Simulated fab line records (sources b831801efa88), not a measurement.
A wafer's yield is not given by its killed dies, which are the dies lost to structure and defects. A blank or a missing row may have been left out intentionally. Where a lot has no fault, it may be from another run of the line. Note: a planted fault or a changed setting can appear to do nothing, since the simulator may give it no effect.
Which tool was responsible? || flow sfqLine || 13 lots, 38 wafers sampled, at 5 steps of a route of 325

## WHAT EACH GAUGE READ, for each wafer
Not one reading of a measure or inspect step in the record can be checked against a usual standard deviation.

## WHAT TOOL EACH LOT RAN ON (gives the tool, then ch and the chambers of the sampled wafers, and finally the start)
{"lot": "L717", "SFQ_TRILAYER_I2_VIA_BARC_OPEN_VIA_ETCH_096": "rieDiel-01 ch 2,3, day 21 06:05", "SFQ_TRILAYER_I4_METRO_MEASURE_101": "filmMetro-01, day 40 04:44", "SFQ_TRILAYER_M5_ETCH_METAL_ETCH_126": "rieMetal-04 ch 0,1, day 57 15:25", "SFQ_TRILAYER_A5C_DEP_PECVD_142": "pecvd-02 ch 0,2, day 58 09:18", "SFQ_TRILAYER_C5_STRIP_STRIP_155": "rieMetal-01 ch 0,1, day 58 16:53"}
{"lot": "L718", "SFQ_TRILAYER_I2_VIA_BARC_OPEN_VIA_ETCH_096": "rieDiel-03 ch 0,1, day 22 07:47", "SFQ_TRILAYER_I4_METRO_MEASURE_101": "filmMetro-01, day 41 02:56", "SFQ_TRILAYER_M5_ETCH_METAL_ETCH_126": "rieMetal-02 ch 0,1, day 58 03:25", "SFQ_TRILAYER_A5C_DEP_PECVD_142": "pecvd-02 ch 0,1,2, day 58 14:06", "SFQ_TRILAYER_C5_STRIP_STRIP_155": "rieMetal-03 ch 0,1, day 58 22:53"}
{"lot": "L719", "SFQ_TRILAYER_I2_VIA_BARC_OPEN_VIA_ETCH_096": "rieDiel-01 ch 0,3, day 22 12:32", "SFQ_TRILAYER_I4_METRO_MEASURE_101": "filmMetro-04, day 41 11:20", "SFQ_TRILAYER_M5_ETCH_METAL_ETCH_126": "rieMetal-04 ch 0,1, day 58 05:49", "SFQ_TRILAYER_A5C_DEP_PECVD_142": "pecvd-04 ch 0,1, day 58 15:19", "SFQ_TRILAYER_C5_STRIP_STRIP_155": "rieMetal-03 ch 0,1, day 59 01:17"}
{"lot": "L720", "SFQ_TRILAYER_I2_VIA_BARC_OPEN_VIA_ETCH_096": "rieDiel-03 ch 0,1,2, day 22 13:50", "SFQ_TRILAYER_I4_METRO_MEASURE_101": "filmMetro-04, day 41 16:07", "SFQ_TRILAYER_M5_ETCH_METAL_ETCH_126": "rieMetal-02 ch 0,1, day 58 09:25", "SFQ_TRILAYER_A5C_DEP_PECVD_142": "pecvd-02 ch 0,1,2, day 58 20:06", "SFQ_TRILAYER_C5_STRIP_STRIP_155": "rieMetal-02 ch 1, day 59 03:41"}
{"lot": "L721", "SFQ_TRILAYER_I2_VIA_BARC_OPEN_VIA_ETCH_096": "rieDiel-04 ch 0,1,3, day 22 15:17", "SFQ_TRILAYER_I4_METRO_MEASURE_101": "filmMetro-01, day 41 19:07", "SFQ_TRILAYER_M5_ETCH_METAL_ETCH_126": "rieMetal-01 ch 0,1, day 58 11:49", "SFQ_TRILAYER_A5C_DEP_PECVD_142": "pecvd-04 ch 1,2, day 58 22:30", "SFQ_TRILAYER_C5_STRIP_STRIP_155": "rieMetal-01 ch 1, day 59 05:45"}
{"lot": "L722", "SFQ_TRILAYER_I2_VIA_BARC_OPEN_VIA_ETCH_096": "rieDiel-01 ch 0,1, day 24 14:49", "SFQ_TRILAYER_I4_METRO_MEASURE_101": "filmMetro-04, day 43 09:55", "SFQ_TRILAYER_M5_ETCH_METAL_ETCH_126": "rieMetal-04 ch 0, day 59 11:49", "SFQ_TRILAYER_A5C_DEP_PECVD_142": "pecvd-01 ch 0,1, day 59 20:32", "SFQ_TRILAYER_C5_STRIP_STRIP_155": "rieMetal-02 ch 0,1, day 60 03:01"}
{"lot": "L723", "SFQ_TRILAYER_I2_VIA_BARC_OPEN_VIA_ETCH_096": "rieDiel-03 ch 0,2,3, day 26 15:43", "SFQ_TRILAYER_I4_METRO_MEASURE_101": "filmMetro-04, day 45 15:26", "SFQ_TRILAYER_M5_ETCH_METAL_ETCH_126": "rieMetal-02 ch 0,1, day 61 19:01", "SFQ_TRILAYER_A5C_DEP_PECVD_142": "pecvd-01 ch 1,2, day 66 11:38", "SFQ_TRILAYER_C5_STRIP_STRIP_155": "rieMetal-02 ch 0,1, day 68 16:19"}
{"lot": "L724", "SFQ_TRILAYER_I2_VIA_BARC_OPEN_VIA_ETCH_096": "rieDiel-03 ch 1,2,3, day 26 22:07", "SFQ_TRILAYER_I4_METRO_MEASURE_101": "filmMetro-01, day 46 00:26", "SFQ_TRILAYER_M5_ETCH_METAL_ETCH_126": "rieMetal-01 ch 0,1, day 62 01:08", "SFQ_TRILAYER_A5C_DEP_PECVD_142": "pecvd-02 ch 0,1, day 66 18:50", "SFQ_TRILAYER_C5_STRIP_STRIP_155": "rieMetal-02 ch 0,1, day 68 19:39"}
{"lot": "L726", "SFQ_TRILAYER_I2_VIA_BARC_OPEN_VIA_ETCH_096": "rieDiel-01 ch 0,1, day 27 19:24", "SFQ_TRILAYER_I4_METRO_MEASURE_101": "filmMetro-03, day 47 01:22", "SFQ_TRILAYER_M5_ETCH_METAL_ETCH_126": "rieMetal-01 ch 0,1, day 62 14:25", "SFQ_TRILAYER_A5C_DEP_PECVD_142": "pecvd-02 ch 0,1,2, day 67 16:34", "SFQ_TRILAYER_C5_STRIP_STRIP_155": "rieMetal-02 ch 0,1, day 69 10:04"}
{"lot": "L727", "SFQ_TRILAYER_I2_VIA_BARC_OPEN_VIA_ETCH_096": "rieDiel-03 ch 0,1,3, day 28 06:55", "SFQ_TRILAYER_I4_METRO_MEASURE_101": "filmMetro-01, day 47 06:46", "SFQ_TRILAYER_M5_ETCH_METAL_ETCH_126": "rieMetal-04 ch 0, day 62 19:08", "SFQ_TRILAYER_A5C_DEP_PECVD_142": "pecvd-04 ch 1,2, day 67 21:21", "SFQ_TRILAYER_C5_STRIP_STRIP_155": "rieMetal-03 ch 1, day 69 14:40"}
{"lot": "L728", "SFQ_TRILAYER_I2_VIA_BARC_OPEN_VIA_ETCH_096": "rieDiel-03 ch 0,2,3, day 28 15:19", "SFQ_TRILAYER_I4_METRO_MEASURE_101": "filmMetro-01, day 47 10:05", "SFQ_TRILAYER_M5_ETCH_METAL_ETCH_126": "rieMetal-04 ch 0,1, day 62 23:56", "SFQ_TRILAYER_A5C_DEP_PECVD_142": "pecvd-01 ch 1,2, day 68 00:57", "SFQ_TRILAYER_C5_STRIP_STRIP_155": "rieMetal-02 ch 0,1, day 69 20:40"}
{"lot": "L730", "SFQ_TRILAYER_I2_VIA_BARC_OPEN_VIA_ETCH_096": "rieDiel-03 ch 2,3, day 29 10:19", "SFQ_TRILAYER_I4_METRO_MEASURE_101": "filmMetro-01, day 47 21:46", "SFQ_TRILAYER_M5_ETCH_METAL_ETCH_126": "rieMetal-02 ch 0,1, day 63 10:40", "SFQ_TRILAYER_A5C_DEP_PECVD_142": "pecvd-02 ch 0,1,2, day 68 09:21", "SFQ_TRILAYER_C5_STRIP_STRIP_155": "rieMetal-02 ch 0,1, day 70 03:52"}
{"lot": "L737", "SFQ_TRILAYER_I2_VIA_BARC_OPEN_VIA_ETCH_096": "rieDiel-03 ch 1,2, day 31 15:11", "SFQ_TRILAYER_I4_METRO_MEASURE_101": "filmMetro-03, day 51 01:24", "SFQ_TRILAYER_M5_ETCH_METAL_ETCH_126": "rieMetal-01 ch 0,1, day 65 13:11", "SFQ_TRILAYER_A5C_DEP_PECVD_142": "pecvd-01 ch 1,2, day 70 15:15", "SFQ_TRILAYER_C5_STRIP_STRIP_155": "rieMetal-03 ch 1, day 72 02:28"}
- SFQ_TRILAYER_I2_VIA_BARC_OPEN_VIA_ETCH_096: etches BARC in O2, target depth 125 nm, time 41.7 s.
- SFQ_TRILAYER_I4_METRO_MEASURE_101
- SFQ_TRILAYER_M5_ETCH_METAL_ETCH_126: etches Nb in Cl2/BCl3, stops on SiO2, time 203.2 s, target depth 265 nm.
- SFQ_TRILAYER_A5C_DEP_PECVD_142: deposits SiO2 from SiH4/N2O, time 15.556 s, target thk 70 nm.
- SFQ_TRILAYER_C5_STRIP_STRIP_155: strips in O2.

## WHAT THE TOOLS THEMSELVES READ (means of the sampled wafers that have a number; where no wafer has one, the mark that the record gives instead)
SFQ_TRILAYER_I2_VIA_BARC_OPEN_VIA_ETCH_096. Usual: drypumpMotorCurrentA 5.7 A, standard deviation 0.38; oesProductAu 0.685 a.u., standard deviation 0.0044.
{"lot": "L717", "tool": "rieDiel-01", "drypumpMotorCurrentA (A)": 5.4, "oesProductAu (a.u.)": 0.682, "flag": ""}
{"lot": "L718", "tool": "rieDiel-03", "drypumpMotorCurrentA (A)": 5.8, "oesProductAu (a.u.)": 0.682, "flag": ""}
{"lot": "L719", "tool": "rieDiel-01", "drypumpMotorCurrentA (A)": 5.4, "oesProductAu (a.u.)": 0.687, "flag": ""}
{"lot": "L720", "tool": "rieDiel-03", "drypumpMotorCurrentA (A)": 5.8, "oesProductAu (a.u.)": 0.687, "flag": ""}
{"lot": "L721", "tool": "rieDiel-04", "drypumpMotorCurrentA (A)": 5.5, "oesProductAu (a.u.)": 0.683, "flag": ""}
{"lot": "L722", "tool": "rieDiel-01", "drypumpMotorCurrentA (A)": 5.8, "oesProductAu (a.u.)": 0.686, "flag": ""}
{"lot": "L723", "tool": "rieDiel-03", "drypumpMotorCurrentA (A)": 5.8, "oesProductAu (a.u.)": 0.682, "flag": ""}
{"lot": "L724", "tool": "rieDiel-03", "drypumpMotorCurrentA (A)": 5.6, "oesProductAu (a.u.)": 0.684, "flag": ""}
{"lot": "L726", "tool": "rieDiel-01", "drypumpMotorCurrentA (A)": 5.9, "oesProductAu (a.u.)": 0.682, "flag": ""}
{"lot": "L727", "tool": "rieDiel-03", "drypumpMotorCurrentA (A)": 5.9, "oesProductAu (a.u.)": 0.686, "flag": ""}
{"lot": "L728", "tool": "rieDiel-03", "drypumpMotorCurrentA (A)": 5.8, "oesProductAu (a.u.)": 0.686, "flag": ""}
{"lot": "L730", "tool": "rieDiel-03", "drypumpMotorCurrentA (A)": 5.5, "oesProductAu (a.u.)": 0.682, "flag": ""}
{"lot": "L737", "tool": "rieDiel-03", "drypumpMotorCurrentA (A)": 5.5, "oesProductAu (a.u.)": 0.681, "flag": ""}

SFQ_TRILAYER_I4_METRO_MEASURE_101. Usual: 200.0 nm for thkNm, sd 0.95.
{"lot": "L717", "tool": "filmMetro-01", "thkNm (nm)": 199.7, "flag": ""}
{"lot": "L718", "tool": "filmMetro-01", "thkNm (nm)": 200.2, "flag": ""}
{"lot": "L719", "tool": "filmMetro-04", "thkNm (nm)": 199.0, "flag": ""}
{"lot": "L720", "tool": "filmMetro-04", "thkNm (nm)": 199.8, "flag": ""}
{"lot": "L721", "tool": "filmMetro-01", "thkNm (nm)": 199.1, "flag": ""}
{"lot": "L722", "tool": "filmMetro-04", "thkNm (nm)": 201.3, "flag": ""}
{"lot": "L723", "tool": "filmMetro-04", "thkNm (nm)": 200.4, "flag": ""}
{"lot": "L724", "tool": "filmMetro-01", "thkNm (nm)": 199.4, "flag": ""}
{"lot": "L726", "tool": "filmMetro-03", "thkNm (nm)": 199.9, "flag": ""}
{"lot": "L727", "tool": "filmMetro-01", "thkNm (nm)": 200.6, "flag": ""}
{"lot": "L728", "tool": "filmMetro-01", "thkNm (nm)": 201.2, "flag": ""}
{"lot": "L730", "tool": "filmMetro-01", "thkNm (nm)": 199.4, "flag": ""}
{"lot": "L737", "tool": "filmMetro-03", "thkNm (nm)": 199.6, "flag": ""}

SFQ_TRILAYER_M5_ETCH_METAL_ETCH_126. Usual: drypumpMotorCurrentA 5.9 A, standard deviation 0.5; heBacksideLeakSccm 3.47 sccm, standard deviation 0.18; oesProductAu 0.727 a.u., standard deviation 0.0055.
{"lot": "L717", "tool": "rieMetal-04", "drypumpMotorCurrentA (A)": 5.6, "heBacksideLeakSccm (sccm)": 3.27, "oesProductAu (a.u.)": 0.726, "flag": ""}
{"lot": "L718", "tool": "rieMetal-02", "drypumpMotorCurrentA (A)": 6.1, "heBacksideLeakSccm (sccm)": 3.52, "oesProductAu (a.u.)": 0.716, "flag": ""}
{"lot": "L719", "tool": "rieMetal-04", "drypumpMotorCurrentA (A)": 5.9, "heBacksideLeakSccm (sccm)": 3.43, "oesProductAu (a.u.)": 0.723, "flag": ""}
{"lot": "L720", "tool": "rieMetal-02", "drypumpMotorCurrentA (A)": 6.4, "heBacksideLeakSccm (sccm)": 3.57, "oesProductAu (a.u.)": 0.735, "flag": ""}
{"lot": "L721", "tool": "rieMetal-01", "drypumpMotorCurrentA (A)": 5.6, "heBacksideLeakSccm (sccm)": 3.57, "oesProductAu (a.u.)": 0.728, "flag": ""}
{"lot": "L722", "tool": "rieMetal-04", "drypumpMotorCurrentA (A)": 6.2, "heBacksideLeakSccm (sccm)": 3.26, "oesProductAu (a.u.)": 0.726, "flag": ""}
{"lot": "L723", "tool": "rieMetal-02", "drypumpMotorCurrentA (A)": 6.4, "heBacksideLeakSccm (sccm)": 3.56, "oesProductAu (a.u.)": 0.718, "flag": ""}
{"lot": "L724", "tool": "rieMetal-01", "drypumpMotorCurrentA (A)": 5.5, "heBacksideLeakSccm (sccm)": 3.56, "oesProductAu (a.u.)": 0.734, "flag": ""}
{"lot": "L726", "tool": "rieMetal-01", "drypumpMotorCurrentA (A)": 5.4, "heBacksideLeakSccm (sccm)": 3.47, "oesProductAu (a.u.)": 0.726, "flag": ""}
{"lot": "L727", "tool": "rieMetal-04", "drypumpMotorCurrentA (A)": 6.2, "heBacksideLeakSccm (sccm)": 3.38, "oesProductAu (a.u.)": 0.724, "flag": ""}
{"lot": "L728", "tool": "rieMetal-04", "drypumpMotorCurrentA (A)": 5.6, "heBacksideLeakSccm (sccm)": 3.34, "oesProductAu (a.u.)": 0.732, "flag": ""}
{"lot": "L730", "tool": "rieMetal-02", "drypumpMotorCurrentA (A)": 6.2, "heBacksideLeakSccm (sccm)": 3.61, "oesProductAu (a.u.)": 0.730, "flag": ""}
{"lot": "L737", "tool": "rieMetal-01", "drypumpMotorCurrentA (A)": 5.5, "heBacksideLeakSccm (sccm)": 3.80, "oesProductAu (a.u.)": 0.728, "flag": ""}

SFQ_TRILAYER_A5C_DEP_PECVD_142. Usual: chamberPressureTorr 2.400 Torr, standard deviation 0.0047; heaterPowerW 76 W, standard deviation 13; throttleValvePct 24.5 %, standard deviation 1.5.
{"lot": "L717", "tool": "pecvd-02", "chamberPressureTorr (Torr)": 2.395, "heaterPowerW (W)": 75, "throttleValvePct (%)": 26.3, "flag": ""}
{"lot": "L718", "tool": "pecvd-02", "chamberPressureTorr (Torr)": 2.400, "heaterPowerW (W)": 70, "throttleValvePct (%)": 25.2, "flag": ""}
{"lot": "L719", "tool": "pecvd-04", "chamberPressureTorr (Torr)": 2.400, "heaterPowerW (W)": 83, "throttleValvePct (%)": 22.4, "flag": ""}
{"lot": "L720", "tool": "pecvd-02", "chamberPressureTorr (Torr)": 2.397, "heaterPowerW (W)": 73, "throttleValvePct (%)": 25.2, "flag": ""}
{"lot": "L721", "tool": "pecvd-04", "chamberPressureTorr (Torr)": 2.406, "heaterPowerW (W)": 73, "throttleValvePct (%)": 22.8, "flag": ""}
{"lot": "L722", "tool": "pecvd-01", "chamberPressureTorr (Torr)": 2.403, "heaterPowerW (W)": 98, "throttleValvePct (%)": 24.8, "flag": ""}
{"lot": "L723", "tool": "pecvd-01", "chamberPressureTorr (Torr)": 2.401, "heaterPowerW (W)": 73, "throttleValvePct (%)": 25.3, "flag": ""}
{"lot": "L724", "tool": "pecvd-02", "chamberPressureTorr (Torr)": 2.403, "heaterPowerW (W)": 68, "throttleValvePct (%)": 24.3, "flag": ""}
{"lot": "L726", "tool": "pecvd-02", "chamberPressureTorr (Torr)": 2.400, "heaterPowerW (W)": 74, "throttleValvePct (%)": 25.4, "flag": ""}
{"lot": "L727", "tool": "pecvd-04", "chamberPressureTorr (Torr)": 2.397, "heaterPowerW (W)": 82, "throttleValvePct (%)": 23.3, "flag": ""}
{"lot": "L728", "tool": "pecvd-01", "chamberPressureTorr (Torr)": 2.397, "heaterPowerW (W)": 73, "throttleValvePct (%)": 25.1, "flag": ""}
{"lot": "L730", "tool": "pecvd-02", "chamberPressureTorr (Torr)": 2.401, "heaterPowerW (W)": 71, "throttleValvePct (%)": 25.2, "flag": ""}
{"lot": "L737", "tool": "pecvd-01", "chamberPressureTorr (Torr)": 2.396, "heaterPowerW (W)": 70, "throttleValvePct (%)": 25.5, "flag": ""}

SFQ_TRILAYER_C5_STRIP_STRIP_155. Usual: drypumpMotorCurrentA 5.9 A, standard deviation 0.53; heBacksideLeakSccm 3.6 sccm, standard deviation 0.34; oesProductAu 0.994 a.u., standard deviation 0.0071.
{"lot": "L717", "tool": "rieMetal-01", "drypumpMotorCurrentA (A)": 5.4, "heBacksideLeakSccm (sccm)": 3.4, "oesProductAu (a.u.)": 0.996, "flag": ""}
{"lot": "L718", "tool": "rieMetal-03", "drypumpMotorCurrentA (A)": 5.3, "heBacksideLeakSccm (sccm)": 3.6, "oesProductAu (a.u.)": 0.999, "flag": ""}
{"lot": "L719", "tool": "rieMetal-03", "drypumpMotorCurrentA (A)": 5.6, "heBacksideLeakSccm (sccm)": 3.6, "oesProductAu (a.u.)": 1.001, "flag": ""}
{"lot": "L720", "tool": "rieMetal-02", "drypumpMotorCurrentA (A)": 6.0, "heBacksideLeakSccm (sccm)": 3.8, "oesProductAu (a.u.)": 0.987, "flag": ""}
{"lot": "L721", "tool": "rieMetal-01", "drypumpMotorCurrentA (A)": 5.7, "heBacksideLeakSccm (sccm)": 3.6, "oesProductAu (a.u.)": 0.986, "flag": ""}
{"lot": "L722", "tool": "rieMetal-02", "drypumpMotorCurrentA (A)": 6.1, "heBacksideLeakSccm (sccm)": 3.6, "oesProductAu (a.u.)": 0.987, "flag": ""}
{"lot": "L723", "tool": "rieMetal-02", "drypumpMotorCurrentA (A)": 6.4, "heBacksideLeakSccm (sccm)": 3.4, "oesProductAu (a.u.)": 0.993, "flag": ""}
{"lot": "L724", "tool": "rieMetal-02", "drypumpMotorCurrentA (A)": 6.1, "heBacksideLeakSccm (sccm)": 3.7, "oesProductAu (a.u.)": 0.979, "flag": ""}
{"lot": "L726", "tool": "rieMetal-02", "drypumpMotorCurrentA (A)": 6.4, "heBacksideLeakSccm (sccm)": 3.6, "oesProductAu (a.u.)": 0.994, "flag": ""}
{"lot": "L727", "tool": "rieMetal-03", "drypumpMotorCurrentA (A)": 5.0, "heBacksideLeakSccm (sccm)": 3.7, "oesProductAu (a.u.)": 0.998, "flag": ""}
{"lot": "L728", "tool": "rieMetal-02", "drypumpMotorCurrentA (A)": 6.4, "heBacksideLeakSccm (sccm)": 3.5, "oesProductAu (a.u.)": 0.997, "flag": ""}
{"lot": "L730", "tool": "rieMetal-02", "drypumpMotorCurrentA (A)": 6.2, "heBacksideLeakSccm (sccm)": 3.6, "oesProductAu (a.u.)": 0.991, "flag": ""}
{"lot": "L737", "tool": "rieMetal-03", "drypumpMotorCurrentA (A)": 5.0, "heBacksideLeakSccm (sccm)": 3.5, "oesProductAu (a.u.)": 1.002, "flag": ""}

## THE ANSWER, worked out from the rows above alone
Rule: a lot counts as off when the mean over its wafers that have a number is more than 3 standard deviations away from the usual mean. Also off: a lot with no number at a reading for which 4 or more lots have one. Any other lot the step has rows for is counted as sound. First the gauges in route order, then the tools' own readings, where a lot's mean is used as printed above. At the first step where some lot is off, the reading lying furthest off is the one used; lots without a number count as furthest.
None of the lots is off at any reading shown; this tells nothing.

## WHAT THE SIMULATOR PUT IN
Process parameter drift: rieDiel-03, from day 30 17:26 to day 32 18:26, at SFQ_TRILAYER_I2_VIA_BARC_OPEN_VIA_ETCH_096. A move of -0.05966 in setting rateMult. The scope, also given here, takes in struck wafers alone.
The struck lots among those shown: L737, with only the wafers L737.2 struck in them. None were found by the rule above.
